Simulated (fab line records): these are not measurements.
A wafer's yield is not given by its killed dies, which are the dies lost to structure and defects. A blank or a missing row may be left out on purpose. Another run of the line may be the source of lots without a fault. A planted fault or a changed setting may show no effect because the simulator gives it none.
fab line records -- flow sky130
record: lots: 12, wafers: 36, last_day: 50
route steps=708 shown NWELL@78 VT_ADJUST_LVTN@107 VT_ADJUST_HVTR@133 POLY_CUT@315 PAD_OPEN@708
lots that met no fault: from a run of the same line without faults
start_h: start of the lot's first displayed wafer, in hours after the record's first day -- wait_h: hours since the lot's step before -- " the same as in the row above -- L1.1+2: a single row standing in for several wafers -- - no value, or no start given -- * or withheld: withheld -- < > ~ a bound
route shown NAME@n: names a module that has steps shown in the file, with the first one's number in the route -- usual: the fault-free wafers' mean and standard deviation -- same: alike in all rows -- chamber/n: place in a boat -- sites: readings site by site -- _std_site: the standard deviation of these -- _edge_site: inner sites' mean taken away from outer sites' mean -- radius_mm: for every site, how far away it sits from the centre of the wafer -- mask NAME#n: copy n -- behind: tool/chamber where the wafer was last shaped -- hold: cause of the lot's hold/its duration in hours/its outcome -- device: the transistor (n, p or np) that didn't switch -- end of line: tests of these same wafers at the route's end -- where a step has no rows: the recipe by itself -- killed: the dies lost at the first sort to structure and to defects; this is not the yield of the wafer -- map: a wafer's dies, x killed, . not, _ none there
set.NAME: setting as actually run; set.NAME@STEP: the setting as run at that earlier step -- model.NAME: the simulator's own value behind a step, which no gauge read
the route's steps for a sample of lots (tables are steps, rows are wafers)
services: the hour from which a tool's chamber was out of use, counted from the record's first day as start_h (under 0 if before that day), plus the number of hours and why
== steps ==
step: SKY_NWELL_STRIP_25
recipe: chemistry: O2/N2, power_w: 1400, pressure_mtorr: 1500, platen_temp_c: withheld, o2_flow_sccm: 3000, n2_flow_sccm: 300, overash_fraction: 0.5
usual: drypump_motor_current_A: 5.8/0.32, oes_product_au: 0.723/0.0045, strip_time_to_endpoint_s: 36.96/0.12
lot.wafer,tool,chamber,start_h,wait_h,drypump_motor_current_A,oes_product_au,rf_hours_counter_h,strip_time_to_endpoint_s
L394.4,plasma_asher-02,1,108.95,0.1,5.6,0.718,-,37.00
L394.5,plasma_asher-02,0,108.95,0.1,5.6,0.717,-,36.97
L394.6,plasma_asher-02,1,108.95,0.1,5.6,0.730,-,36.87
L396.1,plasma_asher-01,1,133.74,0.1,6.2,0.717,2,37.22
L396.4,plasma_asher-01,0,133.74,0.1,5.5,0.733,-,37.21
L396.6,plasma_asher-01,0,133.74,0.1,5.5,0.718,-,37.20
L398.2,plasma_asher-01,1,134.62,0.1,6.2,0.724,2,37.01
L398.5,plasma_asher-01,0,134.62,0.1,5.5,0.713,-,36.92
L398.6,plasma_asher-01,1,134.62,0.1,6.2,0.728,-,36.86
L399.2,plasma_asher-01,0,148.12,0.1,5.6,0.719,4,37.15
L399.4,plasma_asher-01,1,148.12,0.1,6.2,0.723,-,37.12
L399.6,plasma_asher-01,0,148.12,0.1,5.5,0.721,-,36.96
L400.2,plasma_asher-01,0,162.34,0.1,5.5,0.728,5,36.94
L400.4,plasma_asher-01,1,162.34,0.1,6.2,0.720,-,36.94
L400.5,plasma_asher-01,1,162.34,0.1,6.2,0.723,-,36.98
L403.2,plasma_asher-02,0,165.49,0.1,5.6,0.733,47,36.93
L403.3,plasma_asher-02,0,165.49,0.1,5.6,0.712,-,36.98
L403.4,plasma_asher-02,1,165.49,0.1,5.6,0.727,-,37.02
L404.2,plasma_asher-04,1,174.47,0.1,5.4,0.723,48,37.05
L404.3,plasma_asher-04,0,174.47,0.1,6.0,0.720,-,36.95
L404.5,plasma_asher-04,0,174.47,0.1,6.1,0.722,-,37.00
L408.1,plasma_asher-01,0,195.09,0.1,5.5,0.722,9,36.99
L408.4,plasma_asher-01,1,195.09,0.1,6.2,0.728,-,37.03
L408.5,plasma_asher-01,0,195.09,0.1,5.5,0.721,-,36.92
L409.3,plasma_asher-04,1,195.48,0.1,5.3,0.730,-,36.95
L409.4,plasma_asher-04,0,195.48,0.1,6.1,0.719,-,37.00
L409.6,plasma_asher-04,1,195.48,0.1,5.3,0.717,-,36.79
L411.2,plasma_asher-04,0,211.99,0.1,6.1,0.728,52,36.70
L411.3,plasma_asher-04,1,211.99,0.1,5.4,0.726,-,36.80
L411.6,plasma_asher-04,0,211.99,0.1,6.0,0.715,-,36.83
L413.1,plasma_asher-04,1,226.59,0.1,5.3,0.723,53,36.86
L413.2,plasma_asher-04,0,226.59,0.1,6.0,0.725,53,36.99
L413.4,plasma_asher-04,0,226.59,0.1,6.1,0.723,-,36.86
L417.1,plasma_asher-01,0,245.69,0.1,5.5,0.727,14,36.98
L417.4,plasma_asher-01,1,245.69,0.1,6.2,0.724,-,36.81
L417.5,plasma_asher-01,1,245.69,0.1,6.2,0.723,-,37.01
step: SKY_VT_ADJUST_LVTN_TW_MEAS_10
usual: VT_ADJUST_LVTN_TW: 242.8/1.8
lot.wafer,tool,chamber,start_h,wait_h,VT_ADJUST_LVTN_TW
L394.4,film_metro-04,-,146.92,0.1,243.2
L394.5,film_metro-04,-,146.92,0.1,243.0
L394.6,film_metro-04,-,146.92,0.1,243.2
L396.1,film_metro-04,-,173.96,0.1,244.0
L396.4,film_metro-04,-,173.96,0.1,245.0
L396.6,film_metro-04,-,173.96,0.1,244.2
L398.2,film_metro-04,-,175.77,0.1,243.2
L398.5,film_metro-04,-,175.77,0.1,242.2
L398.6,film_metro-04,-,175.77,0.1,244.0
L399.2,film_metro-03,-,189.68,0.1,241.6
L399.4,film_metro-03,-,189.68,0.1,241.8
L399.6,film_metro-03,-,189.68,0.1,243.1
L400.2,film_metro-02,-,204.20,0.1,245.0
L400.4,film_metro-02,-,204.20,0.1,247.0
L400.5,film_metro-02,-,204.20,0.1,245.4
L403.2,film_metro-02,-,208.18,0.1,245.5
L403.3,film_metro-02,-,208.18,0.1,245.0
L403.4,film_metro-02,-,208.18,0.1,245.7
L404.2,film_metro-04,-,219.10,0.1,241.3
L404.3,film_metro-04,-,219.10,0.1,243.3
L404.5,film_metro-04,-,219.10,0.1,241.7
L408.1,film_metro-04,-,240.06,0.1,243.1
L408.4,film_metro-04,-,240.06,0.1,244.0
L408.5,film_metro-04,-,240.06,0.1,244.0
L409.3,film_metro-03,-,242.18,0.1,239.0
L409.4,film_metro-03,-,242.18,0.1,239.6
L409.6,film_metro-03,-,242.18,0.1,240.2
L411.2,film_metro-03,-,258.65,0.1,239.3
L411.3,film_metro-03,-,258.65,0.1,240.3
L411.6,film_metro-03,-,258.65,0.1,239.9
L413.1,film_metro-02,-,275.46,0.1,244.9
L413.2,film_metro-02,-,275.46,0.1,244.4
L413.4,film_metro-02,-,275.46,0.1,244.3
L417.1,film_metro-04,-,295.21,0.1,242.6
L417.4,film_metro-04,-,295.21,0.1,241.3
L417.5,film_metro-04,-,295.21,0.1,242.2
step: SKY_VT_ADJUST_HVTR_COAT_02
recipe: resist: NOVOLAK, spin_rpm: 3000, resist_thk_nm: 1140
usual: spin_speed_rpm: 3000.0/1.7
lot.wafer,tool,chamber,start_h,wait_h,spin_speed_rpm
L394.4,litho_track-04,0,198.38,0.1,3001.9
L394.5,litho_track-04,0,198.38,0.1,3001.8
L394.6,litho_track-04,0,198.38,0.1,2999.7
L396.1,litho_track-03,0,226.31,0.1,2999.7
L396.4,litho_track-03,0,226.31,0.1,2999.9
L396.6,litho_track-03,0,226.31,0.1,2996.6
L398.2,litho_track-01,0,230.36,0.1,2998.5
L398.5,litho_track-01,0,230.36,0.1,2998.7
L398.6,litho_track-01,0,230.36,0.1,2998.8
L399.2,litho_track-01,0,244.36,0.1,2998.9
L399.4,litho_track-01,0,244.36,0.1,2996.4
L399.6,litho_track-01,0,244.36,0.1,2996.8
L400.2,litho_track-03,0,261.33,0.1,2999.6
L400.4,litho_track-03,0,261.33,0.1,3000.5
L400.5,litho_track-03,0,261.33,0.1,2998.3
L403.2,litho_track-01,0,265.86,0.1,3001.8
L403.3,litho_track-01,0,265.86,0.1,3000.0
L403.4,litho_track-01,0,265.86,0.1,3000.0
L404.2,litho_track-03,0,276.88,0.1,2998.3
L404.3,litho_track-03,0,276.88,0.1,2999.2
L404.5,litho_track-03,0,276.88,0.1,2999.3
L408.1,litho_track-03,0,301.26,0.1,2999.3
L408.4,litho_track-03,0,301.26,0.1,2999.8
L408.5,litho_track-03,0,301.26,0.1,2997.6
L409.3,litho_track-01,0,303.03,0.1,3113.5
L409.4,litho_track-01,0,303.03,0.1,3114.0
L409.6,litho_track-01,0,303.03,0.1,3114.3
L411.2,litho_track-03,0,320.73,0.1,2997.9
L411.3,litho_track-03,0,320.73,0.1,3002.9
L411.6,litho_track-03,0,320.73,0.1,2999.3
L413.1,litho_track-01,0,338.33,0.1,3113.9
L413.2,litho_track-01,0,338.33,0.1,3110.9
L413.4,litho_track-01,0,338.33,0.1,3111.4
L417.1,litho_track-04,0,360.71,0.1,2998.4
L417.4,litho_track-04,0,360.71,0.1,2999.8
L417.5,litho_track-04,0,360.71,0.1,3001.2
step: SKY_VT_ADJUST_HVTR_STRIP_10
recipe: chemistry: O2/N2, power_w: 1400, pressure_mtorr: 1500, platen_temp_c: withheld, o2_flow_sccm: 3000, n2_flow_sccm: 300, overash_fraction: 0.5
usual: drypump_motor_current_A: 5.69/0.28, oes_product_au: 0.715/0.0046, strip_time_to_endpoint_s: 14.18/0.034
lot.wafer,tool,chamber,start_h,wait_h,drypump_motor_current_A,oes_product_au,rf_hours_counter_h,strip_time_to_endpoint_s
L394.4,plasma_asher-04,0,209.75,0.1,6.02,0.713,-,14.18
L394.5,plasma_asher-04,1,209.75,0.1,5.33,0.718,-,14.20
L394.6,plasma_asher-04,0,209.75,0.1,6.01,0.713,-,14.24
L396.1,plasma_asher-02,0,237.89,0.1,5.64,0.716,53,14.20
L396.4,plasma_asher-02,1,237.89,0.1,5.57,0.720,-,14.20
L396.6,plasma_asher-02,1,237.89,0.1,5.60,0.717,-,14.24
L398.2,plasma_asher-04,1,242.14,0.1,5.37,0.709,55,14.18
L398.5,plasma_asher-04,0,242.14,0.1,6.04,0.718,-,14.18
L398.6,plasma_asher-04,1,242.14,0.1,5.39,0.716,-,14.16
L399.2,plasma_asher-04,1,256.81,0.1,5.31,0.712,57,14.14
L399.4,plasma_asher-04,1,256.81,0.1,5.32,0.713,-,14.14
L399.6,plasma_asher-04,0,256.81,0.1,6.06,0.717,-,14.12
L400.2,plasma_asher-04,1,273.96,0.1,5.37,0.720,59,14.19
L400.4,plasma_asher-04,0,273.96,0.1,6.12,0.726,-,14.18
L400.5,plasma_asher-04,0,273.96,0.1,6.04,0.718,-,14.18
L403.2,plasma_asher-02,0,278.36,0.1,5.64,0.718,56,14.24
L403.3,plasma_asher-02,1,278.36,0.1,5.62,0.719,-,14.26
L403.4,plasma_asher-02,0,278.36,0.1,5.67,0.709,-,14.26
L404.2,plasma_asher-02,0,289.44,0.1,5.57,0.716,57,14.17
L404.3,plasma_asher-02,0,289.44,0.1,5.59,0.715,-,14.21
L404.5,plasma_asher-02,1,289.44,0.1,5.60,0.718,-,14.20
L408.1,plasma_asher-02,1,314.21,0.1,5.58,0.710,60,14.17
L408.4,plasma_asher-02,1,314.21,0.1,5.59,0.714,-,14.15
L408.5,plasma_asher-02,1,314.21,0.1,5.60,0.712,-,14.15
L409.3,plasma_asher-02,1,316.57,0.1,5.56,0.717,-,13.93
L409.4,plasma_asher-02,0,316.57,0.1,5.57,0.714,-,13.91
L409.6,plasma_asher-02,0,316.57,0.1,5.60,0.715,-,13.93
L411.2,plasma_asher-02,0,333.46,0.1,5.62,0.711,62,14.13
L411.3,plasma_asher-02,0,333.46,0.1,5.59,0.711,-,14.14
L411.6,plasma_asher-02,1,333.46,0.1,5.56,0.719,-,14.16
L413.1,plasma_asher-02,1,352.11,0.1,5.63,0.717,64,13.88
L413.2,plasma_asher-02,0,352.11,0.1,5.61,0.714,64,13.89
L413.4,plasma_asher-02,1,352.11,0.1,5.65,0.706,-,13.91
L417.1,plasma_asher-01,0,374.56,0.1,5.55,0.712,24,14.23
L417.4,plasma_asher-01,0,374.56,0.1,5.55,0.715,-,14.20
L417.5,plasma_asher-01,0,374.56,0.1,5.51,0.711,-,14.22
step: SKY_POLY_CUT_CD_MEAS_08
recipe: target_cd_nm: 270
usual: cd_nm: 269.9/1.6
lot.wafer,tool,chamber,start_h,wait_h,cd_nm
L394.4,cd_sem-01,-,564.27,-,271.9
L394.5,cd_sem-01,-,564.27,-,269.6
L394.6,cd_sem-01,-,564.27,-,271.2
L396.1,cd_sem-02,-,595.36,-,271.8
L396.4,cd_sem-02,-,595.36,-,272.8
L396.6,cd_sem-02,-,595.36,-,272.0
L398.2,cd_sem-01,-,600.18,-,265.2
L398.5,cd_sem-01,-,600.18,-,266.0
L398.6,cd_sem-01,-,600.18,-,265.1
L399.2,cd_sem-01,-,619.83,-,270.0
L399.4,cd_sem-01,-,619.83,-,269.7
L399.6,cd_sem-01,-,619.83,-,269.5
L400.2,cd_sem-01,-,641.20,-,270.0
L400.4,cd_sem-01,-,641.20,-,269.7
L400.5,cd_sem-01,-,641.20,-,268.7
L403.2,cd_sem-02,-,650.98,-,272.2
L403.3,cd_sem-02,-,650.98,-,270.8
L403.4,cd_sem-02,-,650.98,-,269.1
L404.2,cd_sem-01,-,659.20,-,269.9
L404.3,cd_sem-01,-,659.20,-,270.4
L404.5,cd_sem-01,-,659.20,-,270.9
L408.1,cd_sem-01,-,680.41,-,270.2
L408.4,cd_sem-01,-,680.41,-,270.8
L408.5,cd_sem-01,-,680.41,-,270.9
L409.3,cd_sem-01,-,686.75,-,271.0
L409.4,cd_sem-01,-,686.75,-,271.0
L409.6,cd_sem-01,-,686.75,-,271.5
L411.2,cd_sem-01,-,706.78,-,270.2
L411.3,cd_sem-01,-,706.78,-,269.9
L411.6,cd_sem-01,-,706.78,-,268.4
L413.1,cd_sem-02,-,721.21,-,269.8
L413.2,cd_sem-02,-,721.21,-,269.1
L413.4,cd_sem-02,-,721.21,-,268.8
L417.1,cd_sem-02,-,743.16,-,267.5
L417.4,cd_sem-02,-,743.16,-,268.5
L417.5,cd_sem-02,-,743.16,-,267.6
step: SKY_PAD_OPEN_PROBE_99
usual: killed_at_M0_to_M3: 44/6.8, killed_at_M4_up: 3.1/1.8, killed_at_contacts: 25/5.2, killed_at_front_end: 15/4.1, killed_at_other: 0.3/0.62, killed_dies: 88/9.4, killed_on_rim: 17/3.7, killed_open: 48/7.1, killed_short: 40/6.1
same: gross_dies: 492, killed_at_back_side: 0
lot.wafer,tool,chamber,start_h,wait_h,killed_at_M0_to_M3,killed_at_M4_up,killed_at_contacts,killed_at_front_end,killed_at_other,killed_dies,killed_on_rim,killed_open,killed_short
L411.2,prober-01,-,1175.95,0.1,43,2,14,7,0,66,13,41,25
L411.3,prober-01,-,1176.00,0.2,45,0,23,13,0,81,16,46,35
L411.6,prober-01,-,1176.15,0.2,43,4,20,13,0,80,20,45,35
L413.1,prober-02,-,1185.98,0.1,35,3,30,14,0,82,10,39,43
L413.2,prober-02,-,1186.03,0.1,38,1,22,13,0,74,17,40,33
L413.4,prober-02,-,1186.13,0.2,47,6,22,21,0,96,18,52,43
killed by level:class
L411.2 VIA1:geometric_particle:open=10 CONTACT:geometric_particle:open=8 VIA2:geometric_particle:open=8 VIA1:geometric_particle:short=7 LI_CONTACT:geometric_particle:open=5 METAL1:geometric_particle:short=5 METAL2:geometric_particle:short=5 VIA3:geometric_particle:open=4
L411.3 VIA1:geometric_particle:open=15 CONTACT:geometric_particle:open=13 METAL1:geometric_particle:short=6 METAL2:geometric_particle:short=6 VIA1:geometric_particle:short=4 FIELD_ISO:geometric_particle:open=3 LI_CONTACT:geometric_particle:open=3 CONTACT:geometric_particle:short=3
L411.6 VIA1:geometric_particle:open=12 CONTACT:geometric_particle:open=7 LI_CONTACT:geometric_particle:open=6 METAL2:geometric_particle:short=6 CONTACT:geometric_particle:short=5 METAL1:geometric_particle:short=5 METAL4:geometric_particle:short=4 VIA2:geometric_particle:open=4
L413.1 CONTACT:geometric_particle:open=13 VIA3:geometric_particle:open=11 LOCAL_INTERCONNECT:geometric_particle:short=7 POLY_GATE:geometric_particle:short=6 METAL1:geometric_particle:short=5 FIELD_ISO:geometric_particle:open=4 LI_CONTACT:geometric_particle:short=4 METAL2:geometric_particle:short=4
L413.2 LI_CONTACT:geometric_particle:open=9 VIA2:geometric_particle:open=7 VIA1:geometric_particle:open=6 CONTACT:geometric_particle:short=5 CONTACT:geometric_particle:open=5 METAL1:geometric_particle:short=5 VIA3:geometric_particle:open=4 FIELD_ISO:geometric_particle:short=3
L413.4 VIA3:geometric_particle:open=13 VIA1:geometric_particle:open=8 FIELD_ISO:geometric_particle:open=7 VIA1:geometric_particle:short=7 POLY_GATE:geometric_particle:open=6 CONTACT:geometric_particle:short=5 CONTACT:geometric_particle:open=5 METAL2:geometric_particle:short=5
== services ==
tool,chamber,start_h,hours,kind
plasma_asher-01,-,108.75,9.0,pm
plasma_asher-01,0,108.75,9.0,vent_cycle
plasma_asher-01,1,108.75,9.0,vent_cycle
plasma_asher-01,0,117.75,-,clean
plasma_asher-01,1,117.75,-,clean
plasma_asher-02,-,122.74,14.6,pm
plasma_asher-04,-,158.49,7.1,repair
plasma_asher-04,-,165.04,4.0,repair
plasma_asher-02,-,205.67,11.1,repair
litho_track-04,-,210.44,-,consumable_replace:filter
plasma_asher-02,-,239.21,16.2,repair
plasma_asher-01,-,294.22,22.6,pm
plasma_asher-01,-,328.56,1.8,repair
plasma_asher-01,-,338.41,5.7,repair
== key ==
first_sign: step: SKY_VT_ADJUST_HVTR_COAT_02, reading: spin_speed_rpm, direction: up, sigmas: 67, usual: 3000.0, struck: 3113.0
effect: step: SKY_VT_ADJUST_HVTR_STRIP_10, reading: strip_time_to_endpoint_s, direction: down, sigmas: 7.9, usual: *, struck: *
met_at SKY_VT_ADJUST_HVTR_COAT_02
struck_lots L409,L413
tester_left_out L409,L413
not_acting_at SKY_NWELL_STRIP_25,SKY_VT_ADJUST_LVTN_TW_MEAS_10,SKY_POLY_CUT_CD_MEAS_08
onset_between 265.86 303.03
fault: kind: process_parameter_drift, tool: litho_track-01, chamber: -, onset_h: 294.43, steps: SKY_VT_ADJUST_HVTR_COAT_02, channel: spin_rpm, offset: 113, shape: step, end_h: 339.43, acts_in: these_recipes_only, stated: 3000
tester_left_out: of these lots the tester's yield and bins aren't shown, on N5 and GAA mostly nor the transistor test; their killed dies are dies lost to structure and defects alone, not to doping, threshold or leakage, so they don't give the yield
